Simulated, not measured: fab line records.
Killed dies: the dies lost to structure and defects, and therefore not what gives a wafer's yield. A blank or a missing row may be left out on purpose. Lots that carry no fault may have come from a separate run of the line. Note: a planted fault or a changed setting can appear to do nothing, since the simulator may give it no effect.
fab line records || flow sfq-line
record {"lots": 14, "wafers": 41, "last-day": 83}
route steps=325 shown M3@129
lots untouched by any fault: they come from a run of this same line in which no faults occurred
start-h: hours from the record's first day to the start of the lot's first wafer shown || wait-h: how many hours have passed since the lot's step before this one || " same as the row above || L1.1+2: several wafers, shown together as one row || - either no value or no given start || * or withheld: withheld || < > ~ a bound
route shown NAME@n: NAME is a module with steps in the file, n the number in the route of the first one || usual: average and standard deviation across the fault-free wafers || same: alike in all rows || chamber/n: place in a boat || sites: the reading at each site || _std_site: how widely they spread, as a standard deviation || _edge_site: inner sites' mean taken away from outer sites' mean || radius-mm: how far each site lies from the wafer's centre || mask NAME#n: copy n || behind: the tool/chamber that last shaped the wafer || hold: why the lot went on hold/how many hours it stayed there/how the hold came to an end || device: the n, p or np transistor that did not switch || end of line: the same wafers' tests at the end of the route || a step with no rows: only its recipe || killed: count of dies lost to structure and defects at first sort (not the wafer's yield) || map: dies across one wafer; x = killed, . = not, _ = none there
set.NAME: the setting the step ran with; set.NAME@STEP: the setting that earlier step ran with || model.NAME: the simulator's own value behind a step, which no gauge read
route steps across a sampled set of lots; one table per step, one row per wafer
services: the hour from which a tool's chamber was out of use, counted from the record's first day as start-h (under 0 if before that day), plus the number of hours and why
## steps
# step SFQ_TRILAYER_M3_BARC_OPEN_METAL_ETCH_100
# recipe {"mask-material": "PR", "chemistry": "O2", "target-depth-nm": 125, "target": "BARC", "icp-w": 600, "bias-w": 80, "pressure-mtorr": 10, "time-s": 41.7}
# usual {"chamber-pressure-mTorr": "10.000/0.0087", "drypump-motor-current-A": "5.3/0.37", "oes-product-au": "0.686/0.0051"}
{"lot.wafer": "L152.2", "tool": "rie-metal-04", "chamber": 1, "start-h": 616.58, "wait-h": 0.0, "chamber-pressure-mTorr": 9.998, "drypump-motor-current-A": 5.5, "oes-product-au": 0.683, "rf-hours-counter-h": 38}
{"lot.wafer": "L152.4", "tool": "rie-metal-04", "chamber": 1, "start-h": 616.58, "wait-h": 0.0, "chamber-pressure-mTorr": 9.998, "drypump-motor-current-A": 5.5, "oes-product-au": 0.687, "rf-hours-counter-h": "-"}
{"lot.wafer": "L152.5", "tool": "rie-metal-04", "chamber": 1, "start-h": 616.58, "wait-h": 0.0, "chamber-pressure-mTorr": 10.005, "drypump-motor-current-A": 5.5, "oes-product-au": 0.691, "rf-hours-counter-h": "-"}
{"lot.wafer": "L153.3", "tool": "rie-metal-03", "chamber": 1, "start-h": 628.14, "wait-h": 0.0, "chamber-pressure-mTorr": 10.001, "drypump-motor-current-A": 5.8, "oes-product-au": 0.681, "rf-hours-counter-h": "-"}
{"lot.wafer": "L153.4", "tool": "rie-metal-03", "chamber": 0, "start-h": 628.14, "wait-h": 0.0, "chamber-pressure-mTorr": 9.995, "drypump-motor-current-A": 4.8, "oes-product-au": 0.685, "rf-hours-counter-h": "-"}
{"lot.wafer": "L153.6", "tool": "rie-metal-03", "chamber": 0, "start-h": 628.14, "wait-h": 0.0, "chamber-pressure-mTorr": 10.011, "drypump-motor-current-A": 4.8, "oes-product-au": 0.682, "rf-hours-counter-h": "-"}
{"lot.wafer": "L154.3", "tool": "rie-metal-03", "chamber": 1, "start-h": 636.85, "wait-h": 0.0, "chamber-pressure-mTorr": 10.012, "drypump-motor-current-A": 5.7, "oes-product-au": 0.688, "rf-hours-counter-h": "-"}
{"lot.wafer": "L154.4", "tool": "rie-metal-03", "chamber": 0, "start-h": 636.85, "wait-h": 0.0, "chamber-pressure-mTorr": 9.990, "drypump-motor-current-A": 4.8, "oes-product-au": 0.682, "rf-hours-counter-h": "-"}
{"lot.wafer": "L154.5", "tool": "rie-metal-03", "chamber": 1, "start-h": 636.85, "wait-h": 0.0, "chamber-pressure-mTorr": 9.996, "drypump-motor-current-A": 5.7, "oes-product-au": 0.678, "rf-hours-counter-h": "-"}
{"lot.wafer": "L155.1", "tool": "rie-metal-01", "chamber": 0, "start-h": 786.03, "wait-h": 0.0, "chamber-pressure-mTorr": 10.003, "drypump-motor-current-A": 5.2, "oes-product-au": 0.680, "rf-hours-counter-h": 4}
{"lot.wafer": "L155.3", "tool": "rie-metal-01", "chamber": 0, "start-h": 786.03, "wait-h": 0.0, "chamber-pressure-mTorr": 10.013, "drypump-motor-current-A": 5.2, "oes-product-au": 0.688, "rf-hours-counter-h": "-"}
{"lot.wafer": "L155.4", "tool": "rie-metal-01", "chamber": 1, "start-h": 786.03, "wait-h": 0.0, "chamber-pressure-mTorr": 9.999, "drypump-motor-current-A": 5.6, "oes-product-au": 0.685, "rf-hours-counter-h": "-"}
{"lot.wafer": "L156.2", "tool": "rie-metal-04", "chamber": 1, "start-h": 792.03, "wait-h": 0.0, "chamber-pressure-mTorr": 10.004, "drypump-motor-current-A": 5.5, "oes-product-au": 0.686, "rf-hours-counter-h": 61}
{"lot.wafer": "L156.5", "tool": "rie-metal-04", "chamber": 0, "start-h": 792.03, "wait-h": 0.0, "chamber-pressure-mTorr": 10.015, "drypump-motor-current-A": 5.1, "oes-product-au": 0.689, "rf-hours-counter-h": "-"}
{"lot.wafer": "L156.6", "tool": "rie-metal-04", "chamber": 1, "start-h": 792.03, "wait-h": 0.0, "chamber-pressure-mTorr": 10.002, "drypump-motor-current-A": 5.5, "oes-product-au": 0.693, "rf-hours-counter-h": "-"}
{"lot.wafer": "L158.2", "tool": "rie-metal-03", "chamber": 0, "start-h": 824.34, "wait-h": 0.0, "chamber-pressure-mTorr": 10.008, "drypump-motor-current-A": 4.8, "oes-product-au": 0.683, "rf-hours-counter-h": 97}
{"lot.wafer": "L158.3", "tool": "rie-metal-03", "chamber": 0, "start-h": 824.34, "wait-h": 0.0, "chamber-pressure-mTorr": 10.007, "drypump-motor-current-A": 4.8, "oes-product-au": 0.684, "rf-hours-counter-h": "-"}
{"lot.wafer": "L158.4", "tool": "rie-metal-03", "chamber": 1, "start-h": 824.34, "wait-h": 0.0, "chamber-pressure-mTorr": 9.997, "drypump-motor-current-A": 5.8, "oes-product-au": 0.687, "rf-hours-counter-h": "-"}
{"lot.wafer": "L160.1", "tool": "rie-metal-01", "chamber": 0, "start-h": 847.18, "wait-h": 0.0, "chamber-pressure-mTorr": 9.999, "drypump-motor-current-A": 5.2, "oes-product-au": 0.686, "rf-hours-counter-h": 14}
{"lot.wafer": "L160.2", "tool": "rie-metal-01", "chamber": 0, "start-h": 847.18, "wait-h": 0.0, "chamber-pressure-mTorr": 9.991, "drypump-motor-current-A": 5.2, "oes-product-au": 0.683, "rf-hours-counter-h": "-"}
{"lot.wafer": "L160.4", "tool": "rie-metal-01", "chamber": 0, "start-h": 847.18, "wait-h": 0.0, "chamber-pressure-mTorr": 10.001, "drypump-motor-current-A": 5.2, "oes-product-au": 0.695, "rf-hours-counter-h": "-"}
{"lot.wafer": "L161.1", "tool": "rie-metal-03", "chamber": 0, "start-h": 865.18, "wait-h": 0.0, "chamber-pressure-mTorr": 9.995, "drypump-motor-current-A": 4.8, "oes-product-au": 0.685, "rf-hours-counter-h": 106}
{"lot.wafer": "L161.2", "tool": "rie-metal-03", "chamber": 1, "start-h": 865.18, "wait-h": 0.0, "chamber-pressure-mTorr": 10.003, "drypump-motor-current-A": 5.8, "oes-product-au": 0.691, "rf-hours-counter-h": 120}
{"lot.wafer": "L161.6", "tool": "rie-metal-03", "chamber": 1, "start-h": 865.18, "wait-h": 0.0, "chamber-pressure-mTorr": 9.992, "drypump-motor-current-A": 5.8, "oes-product-au": 0.683, "rf-hours-counter-h": "-"}
{"lot.wafer": "L162.3", "tool": "rie-metal-04", "chamber": 1, "start-h": 871.20, "wait-h": 0.0, "chamber-pressure-mTorr": 10.008, "drypump-motor-current-A": 5.4, "oes-product-au": 0.683, "rf-hours-counter-h": "-"}
{"lot.wafer": "L162.4", "tool": "rie-metal-04", "chamber": 0, "start-h": 871.20, "wait-h": 0.0, "chamber-pressure-mTorr": 9.988, "drypump-motor-current-A": 5.0, "oes-product-au": 0.691, "rf-hours-counter-h": "-"}
{"lot.wafer": "L162.5", "tool": "rie-metal-04", "chamber": 0, "start-h": 871.20, "wait-h": 0.0, "chamber-pressure-mTorr": 9.993, "drypump-motor-current-A": 5.0, "oes-product-au": 0.677, "rf-hours-counter-h": "-"}
{"lot.wafer": "L163.2", "tool": "rie-metal-04", "chamber": 1, "start-h": 886.78, "wait-h": 0.0, "chamber-pressure-mTorr": 9.996, "drypump-motor-current-A": 5.5, "oes-product-au": 0.690, "rf-hours-counter-h": 74}
{"lot.wafer": "L163.3", "tool": "rie-metal-04", "chamber": 1, "start-h": 886.78, "wait-h": 0.0, "chamber-pressure-mTorr": 10.007, "drypump-motor-current-A": 5.4, "oes-product-au": 0.684, "rf-hours-counter-h": "-"}
{"lot.wafer": "L163.5", "tool": "rie-metal-04", "chamber": 0, "start-h": 886.78, "wait-h": 0.0, "chamber-pressure-mTorr": 9.994, "drypump-motor-current-A": 5.0, "oes-product-au": 0.690, "rf-hours-counter-h": "-"}
{"lot.wafer": "L165.3", "tool": "rie-metal-03", "chamber": 1, "start-h": 895.20, "wait-h": 0.0, "chamber-pressure-mTorr": 12.003, "drypump-motor-current-A": 5.7, "oes-product-au": 0.695, "rf-hours-counter-h": "-"}
{"lot.wafer": "L165.4", "tool": "rie-metal-03", "chamber": 0, "start-h": 895.20, "wait-h": 0.0, "chamber-pressure-mTorr": 11.992, "drypump-motor-current-A": 4.8, "oes-product-au": 0.679, "rf-hours-counter-h": "-"}
{"lot.wafer": "L166.1", "tool": "rie-metal-03", "chamber": 0, "start-h": 904.78, "wait-h": 0.0, "chamber-pressure-mTorr": 11.994, "drypump-motor-current-A": 4.8, "oes-product-au": 0.685, "rf-hours-counter-h": 112}
{"lot.wafer": "L166.4", "tool": "rie-metal-03", "chamber": 1, "start-h": 904.78, "wait-h": 0.0, "chamber-pressure-mTorr": 12.002, "drypump-motor-current-A": 5.8, "oes-product-au": 0.695, "rf-hours-counter-h": "-"}
{"lot.wafer": "L166.6", "tool": "rie-metal-03", "chamber": 0, "start-h": 904.78, "wait-h": 0.0, "chamber-pressure-mTorr": 12.017, "drypump-motor-current-A": 4.8, "oes-product-au": 0.686, "rf-hours-counter-h": "-"}
{"lot.wafer": "L167.2", "tool": "rie-metal-01", "chamber": 0, "start-h": 911.98, "wait-h": 0.0, "chamber-pressure-mTorr": 10.006, "drypump-motor-current-A": 5.2, "oes-product-au": 0.690, "rf-hours-counter-h": 28}
{"lot.wafer": "L167.4", "tool": "rie-metal-01", "chamber": 1, "start-h": 911.98, "wait-h": 0.0, "chamber-pressure-mTorr": 10.013, "drypump-motor-current-A": 5.6, "oes-product-au": 0.690, "rf-hours-counter-h": "-"}
{"lot.wafer": "L167.6", "tool": "rie-metal-01", "chamber": 1, "start-h": 911.98, "wait-h": 0.0, "chamber-pressure-mTorr": 9.999, "drypump-motor-current-A": 5.6, "oes-product-au": 0.690, "rf-hours-counter-h": "-"}
{"lot.wafer": "L172.3", "tool": "rie-metal-01", "chamber": 1, "start-h": 951.70, "wait-h": 0.0, "chamber-pressure-mTorr": 10.007, "drypump-motor-current-A": 5.6, "oes-product-au": 0.683, "rf-hours-counter-h": "-"}
{"lot.wafer": "L172.4", "tool": "rie-metal-01", "chamber": 0, "start-h": 951.70, "wait-h": 0.0, "chamber-pressure-mTorr": 10.010, "drypump-motor-current-A": 5.2, "oes-product-au": 0.688, "rf-hours-counter-h": "-"}
{"lot.wafer": "L172.5", "tool": "rie-metal-01", "chamber": 1, "start-h": 951.70, "wait-h": 0.0, "chamber-pressure-mTorr": 10.005, "drypump-motor-current-A": 5.6, "oes-product-au": 0.681, "rf-hours-counter-h": "-"}
## services
{"tool": "rie-metal-01", "chamber": 0, "start-h": 731.46, "hours": "-", "kind": "clean"}
{"tool": "rie-metal-01", "chamber": 0, "start-h": 731.46, "hours": 16.1, "kind": "scheduled-down"}
{"tool": "rie-metal-01", "chamber": 0, "start-h": 731.46, "hours": 16.1, "kind": "vent-cycle"}
{"tool": "rie-metal-03", "chamber": "-", "start-h": 749.91, "hours": 2.8, "kind": "pm"}
{"tool": "rie-metal-04", "chamber": "-", "start-h": 810.85, "hours": 1.4, "kind": "pm"}
{"tool": "rie-metal-04", "chamber": "-", "start-h": 816.94, "hours": 14.6, "kind": "pm"}
{"tool": "rie-metal-01", "chamber": 1, "start-h": 847.01, "hours": "-", "kind": "clean"}
{"tool": "rie-metal-01", "chamber": 1, "start-h": 847.01, "hours": 19.4, "kind": "scheduled-down"}
{"tool": "rie-metal-01", "chamber": 1, "start-h": 847.01, "hours": 19.4, "kind": "vent-cycle"}
{"tool": "rie-metal-03", "chamber": 1, "start-h": 855.43, "hours": 5.3, "kind": "repair"}
## key
first-sign {"step": "SFQ_TRILAYER_M3_BARC_OPEN_METAL_ETCH_100", "reading": "chamber-pressure-mTorr", "direction": "up", "sigmas": "99+", "usual": 10.000, "struck": 12.001}
effect none on later readings
met-at SFQ_TRILAYER_M3_BARC_OPEN_METAL_ETCH_100
struck-lots L165,L166
onset-between 865.18 895.20
fault {"kind": "process-parameter-drift", "tool": "rie-metal-03", "chamber": "-", "onset-h": 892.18, "steps": "SFQ_TRILAYER_M3_BARC_OPEN_METAL_ETCH_100", "channel": "pressure-mtorr", "offset": 2, "shape": "step", "end-h": 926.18, "acts-in": "these-recipes-only", "stated": 10}
